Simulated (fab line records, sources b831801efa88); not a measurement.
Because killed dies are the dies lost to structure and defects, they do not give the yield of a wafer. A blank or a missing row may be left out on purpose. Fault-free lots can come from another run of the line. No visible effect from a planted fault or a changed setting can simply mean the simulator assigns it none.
A lot that was struck, set against a sound lot | flow sky130 | 30 steps out of a route of 708
Sound: these wafers, L720.2, L720.3, L720.4. Wafers L716.2, L716.5, L716.6 were the ones struck. The cause is named last.
At each step with rows: each side's tool, then ch and its chambers, then its first start. Under that, the readings that differ: sound wafers | struck wafers | difference of the means | sigmas: that difference in standard deviations of wafers without a fault.
alike: a reading whose means differ by less than 2 such deviations, as well as words and numbers matching on both sides. not compared: withheld readings; readings where some wafer has no value; bounds like >300 that might hide an equal value; numbers whose values overlap and for which the record gives no deviation.
Wherever a step has rows on one side only, a row that says differs or no value, or a row with sigmas, the two part there. Numbers that don't overlap but have no deviation are shown without sigmas and don't part them. A reading missing from all wafers of one side parts the sides only when that side holds two or more wafers.

first, 5 steps without rows for these wafers: SKY_SONOS_ONO_COAT_08 (resist thk 1140 nm); SKY_SONOS_ONO_SOFTBAKE_09 (time 60 s); SKY_SONOS_ONO_EXPOSE_10 (exposes mask ONOM, target cd 410 nm); SKY_SONOS_ONO_PEB_11; SKY_SONOS_ONO_DEVELOP_12 (develop time 60 s).
SKY_SONOS_ONO_CD_MEAS_13: the cd target is 410 nm.
  struck on cd sem-01, day 17 06:08; sound on cd sem-02, day 18 13:40
  alike: cd nm
SKY_SONOS_ONO_OVL_MEAS_14:
  struck on overlay-01, day 17 06:14; sound on overlay-02, day 18 13:46
  alike: SONOS_ONO_OVL
SKY_SONOS_ONO_ETCH_15: etches the open film in CHF3/O2, target depth 19.52 nm, time 7.8 s.
  sound on rie diel-04 ch 1,2,3, day 18 13:47; struck on rie diel-02 ch 2,3, day 17 06:16
  alike: drypump motor current A, oes product au, throttle valve pct
  not compared: rf hours counter h
then, 1 step without rows for these wafers: SKY_SONOS_ONO_WET_ETCH_16 (etches SiO2 in dHF, target depth 14 nm, time 280 s).
SKY_SONOS_ONO_STRIP_17: strips in O2/N2.
  sound on plasma asher-01 ch 0,1, day 18 13:55; struck on plasma asher-02 ch 0,1, day 17 06:22
  reading                      | sound             | struck            | difference | sigmas
  strip time to endpoint s (s) | 14.04 14.02 14.03 | 14.13 14.12 14.11 | +0.09      | +2
  alike: drypump motor current A, oes product au
  not compared: rf hours counter h
then, 2 steps without rows for these wafers: SKY_SONOS_ONO_WET_ETCH_18 (etches Si3N4 in H3PO4, target depth 15 nm, time 172 s); SKY_GATE_OXIDE_CLEAN_00 (cleans in SC1/SC2, time 150 s).
SKY_GATE_OXIDE_OXIDATION_01: stabilise 600 s, purge 300 s, target thk 10.268 nm.
  sound on furnace-01 ch 0, day 18 16:40; struck on furnace-02 ch 0, day 17 07:53
  reading                                           | sound                | struck               | difference | sigmas
  spike tc bottom C (C)                             | 913.9 914.9 914.0    | 884.4 886.1 888.3    | -28.0      | -19
  spike tc centre C (C)                             | 898.4 898.3 899.7    | 870.1 872.8 870.5    | -27.7      | -23
  spike tc lower C (C)                              | 900.9 897.7 897.1    | 870.0 871.5 871.6    | -27.5      | -25
  spike tc top C (C)                                | 913.4 914.1 912.7    | 881.8 882.8 880.5    | -31.7      | -23
  spike tc upper C (C)                              | 899.2 900.5 900.6    | 869.9 870.9 870.7    | -29.6      | -27
  tube center temp C (C)                            | 900.08 900.01 899.99 | 870.31 870.59 870.45 | -29.58     | -99 or more
  tube_center_temp_C_max                            | 902.3 902.4 901.9    | 872.6 872.9 873.0    | -29.4      | -75
  model.SiO2_of_GATE_OXIDE_OXIDATION_01.thk nm (nm) | 9.979 9.94 10.02     | 7.394 7.453 7.297    | -2.598     |
SKY_GATE_OXIDE_THK_MEAS_02:
  struck on film metro-03, day 17 09:19; sound on film metro-02, day 18 18:05
  reading                          | sound          | struck         | difference | sigmas
  GATE_OXIDE_OXIDATION_00_THK (nm) | 9.98 9.96 9.99 | 7.41 7.45 7.32 | -2.58      | -13
then, 7 steps without rows for these wafers: SKY_GATE_OXIDE_DEHYDRATE_03 (time 60 s); SKY_GATE_OXIDE_HMDS_04 (prime time 60 s); SKY_GATE_OXIDE_COAT_05 (resist thk 1140 nm); SKY_GATE_OXIDE_SOFTBAKE_06 (time 60 s); SKY_GATE_OXIDE_EXPOSE_07 (exposes mask LVOM, target cd 600 nm); SKY_GATE_OXIDE_PEB_08; SKY_GATE_OXIDE_DEVELOP_09 (develop time 60 s).
SKY_GATE_OXIDE_OVL_MEAS_10:
  struck on overlay-01, day 18 13:56; sound on overlay-01, day 20 00:10
  alike: GATE_OXIDE_OVL
then, 2 steps without rows for these wafers: SKY_GATE_OXIDE_IMPLANT_11; SKY_GATE_OXIDE_WET_ETCH_12 (etches SiO2 in dHF, target depth 16.8 nm, time 336 s).
SKY_GATE_OXIDE_STRIP_13: strips in O2/N2.
  sound on plasma asher-01 ch 0,1, day 20 00:27; struck on plasma asher-03 ch 0,1, day 18 14:14
  alike: drypump motor current A, oes product au, strip time to endpoint s
  not compared: rf hours counter h
SKY_GATE_OXIDE_TW_MEAS_14:
  struck on film metro-02, day 18 14:20; sound on film metro-03, day 20 00:34
  alike: GATE_OXIDE_TW
then, 1 step without rows for these wafers: SKY_GATE_OXIDE_CLEAN_15 (cleans in SC1/SC2, time 150 s).
SKY_GATE_OXIDE_OXIDATION_16: stabilise 600 s, purge 300 s, target thk 3.57 nm.
  sound on furnace-01 ch 0, day 20 01:42; struck on furnace-01 ch 0, day 18 18:05
  reading                                           | sound            | struck            | difference | sigmas
  model.SiO2_of_GATE_OXIDE_OXIDATION_01.thk nm (nm) | 11.37 11.34 11.4 | 8.969 9.031 8.902 | -2.403     |
  alike: spike tc bottom C, spike tc centre C, spike tc lower C, spike tc top C, spike tc upper C, tube center temp C, tube_center_temp_C_max
then, 1 step without rows for these wafers: SKY_POLY_GATE_CVD_00 (deposits poly-Si, target thk 180 nm, time 720 s).
-- the record jumps here: 31 days lie between the struck wafers' starts before and after (it left off in module POLY_GATE and takes up again in module PAD_OPEN, whose first step shown is number 708 of the route) --
SKY_PAD_OPEN_PROBE_99:
  struck on prober-02, day 49 07:43; sound on prober-02, day 50 06:05
  reading                                | sound                         | struck                        | difference | sigmas
  model.etest.nfet_16v.r on ohm um       | 1.397e+04 1.396e+04 1.401e+04 | 1.252e+04 1.261e+04 1.252e+04 | -1.430e+03 |
  model.etest.pfet_16v.r on ohm um       | 1.495e+04 1.494e+04 1.533e+04 | 1.46e+04 1.478e+04 1.428e+04  | -5.20e+02  |
  model.etest.pfet g5v0d10v5.r on ohm um | 4689 4724 4780                | 4291 4358 4299                | -415       |
  model.etest.tip sonos.rs ohm sq        | 2701 2654 2654                | 2173 2184 2160                | -497       |
  model.etest.nfet g5v0d10v5.r on ohm um | 1852 1853 1873                | 1677 1677 1651                | -191       |
  model.etest.nfet g5v0d10v5.drive ua um | 620.6 616.8 616.6             | 768.3 759.7 767.3             | +147.1     |
  model.etest.nfet_05v0_nvt.drive ua um  | 584.8 590.2 587.6             | 711.3 708.3 720.7             | +125.9     |
  model.etest.pfet g5v0d10v5.drive ua um | 347.3 347.3 341.2             | 398.8 397.2 407.9             | +56.0      |
  alike: killed_at_M0_to_M3, killed_at_M4_up, killed at contacts, killed at front end, killed at other, killed dies, killed open, killed short

WHERE THEY PART
Earliest at SKY_SONOS_ONO_STRIP_17; latest, in this record, at SKY_GATE_OXIDE_THK_MEAS_02. Later steps at which nothing parts them and some readings are alike: SKY_GATE_OXIDE_OVL_MEAS_10, SKY_GATE_OXIDE_STRIP_13, SKY_GATE_OXIDE_TW_MEAS_14, SKY_GATE_OXIDE_OXIDATION_16, SKY_PAD_OPEN_PROBE_99.

WHY: the cause the simulator had injected
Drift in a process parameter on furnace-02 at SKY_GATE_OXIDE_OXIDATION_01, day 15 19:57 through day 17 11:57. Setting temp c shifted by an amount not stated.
